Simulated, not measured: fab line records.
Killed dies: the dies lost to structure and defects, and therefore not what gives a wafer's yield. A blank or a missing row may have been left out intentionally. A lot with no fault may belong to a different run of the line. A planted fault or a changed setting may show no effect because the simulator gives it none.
Comparing a struck lot with a sound one    flow sky130    19 steps out of a route of 708
Sound: the wafers L458.1, L458.2, L458.5. The struck wafers were L465.1, L465.3, L465.6. The cause comes at the end.
At each step with rows: each side's tool, then ch and its chambers, then its first start. Under that, the readings that differ: sound wafers    struck wafers    difference of the means    sigmas: that difference in standard deviations of wafers without a fault.
alike: same words and numbers on both sides, and readings whose means sit less than 2 such deviations apart. not compared: any withheld reading, any reading some wafer has no value for, any bound like >300 that may hide the same value, and any number with overlapping values for which the record gives no deviation.
The two part at a step that has a row with sigmas, a row that says differs or no value, or rows on one side only. Non-overlapping numbers with no deviation appear without sigmas and do not part them. Lack of a reading on every wafer of one side parts them only where that side has two or more wafers.

first, 4 steps without rows for these wafers: SKY_METAL2_STRIP_21 (strips in post etch residue remover, time 1200 s); SKY_METAL2_CLEAN_22 (cleans in IPA, time 180 s); SKY_METAL2_CLEAN_23 (cleans in O3/DIW); SKY_VIA2_HDPCVD_00 (deposits SiO2, target thk 1180 nm, time 196.7 s).
SKY_VIA2_THK_MEAS_01:
  struck on filmMetro-03, day 40 05:31; sound on filmMetro-01, day 36 22:35
  alike: VIA2_HDPCVD_THK
SKY_VIA2_CMP_02: polishes SiO2.
  sound on cmp-02 ch 0,1, day 36 22:41; struck on cmp-01 ch 0,1,3, day 40 05:35
  alike: motorCurrentA
SKY_VIA2_BOW_MEAS_03:
  struck on filmMetro-01, day 40 05:53; sound on filmMetro-01, day 36 22:56
  alike: VIA2_BOW
then, 5 steps without rows for these wafers: SKY_VIA2_DEHYDRATE_04 (time 60 s); SKY_VIA2_HMDS_05 (prime time 60 s); SKY_VIA2_COAT_06 (resist thk 60 nm); SKY_VIA2_COAT_07 (resist thk 450 nm); SKY_VIA2_SOFTBAKE_08 (time 90 s).
SKY_VIA2_EXPOSE_09: exposes mask VIM2, target cd 200 nm.
  sound on krfScanner-02 ch 0, day 37 11:56; struck on krfScanner-02 ch 0, day 40 17:34
reading                     sound           struck          difference  sigmas
model.VIA2.overlayXNm (nm)  1.69 1.69 1.69  38.5 38.5 38.5  +36.8       
  alike: mask
then, 2 steps without rows for these wafers: SKY_VIA2_PEB_10; SKY_VIA2_DEVELOP_11 (develop time 60 s).
SKY_VIA2_CD_MEAS_12: target cd 200 nm.
  struck on cdSem-02, day 41 05:20; sound on cdSem-02, day 38 00:17
  alike: cdNm
SKY_VIA2_OVL_MEAS_13:
  struck on overlay-01, day 41 05:27; sound on overlay-01, day 38 00:24
reading        sound  struck    difference  sigmas
VIA2_OVL (nm)  2 1 3  38 43 42  +39         +8
SKY_VIA2_ETCH_14: etches BARC in N2/H2, stops on SiO2, time 45.9 s, target depth 60 nm.
  sound on rieDiel-04 ch 1,2,3, day 38 00:26; struck on rieDiel-03 ch 1,3, day 41 05:29
  alike: drypumpMotorCurrentA, oesProductAu, throttleValvePct
  not compared: rfHoursCounterH
following that, these wafers have no rows for 1 step: SKY_PAD_OPEN_PROBE_99.

== WHERE THEY PART ==
Only at SKY_VIA2_OVL_MEAS_13, as far as this record shows. Later steps at which nothing parts them and some readings are alike: SKY_VIA2_ETCH_14.

WHY: what the simulator had put in
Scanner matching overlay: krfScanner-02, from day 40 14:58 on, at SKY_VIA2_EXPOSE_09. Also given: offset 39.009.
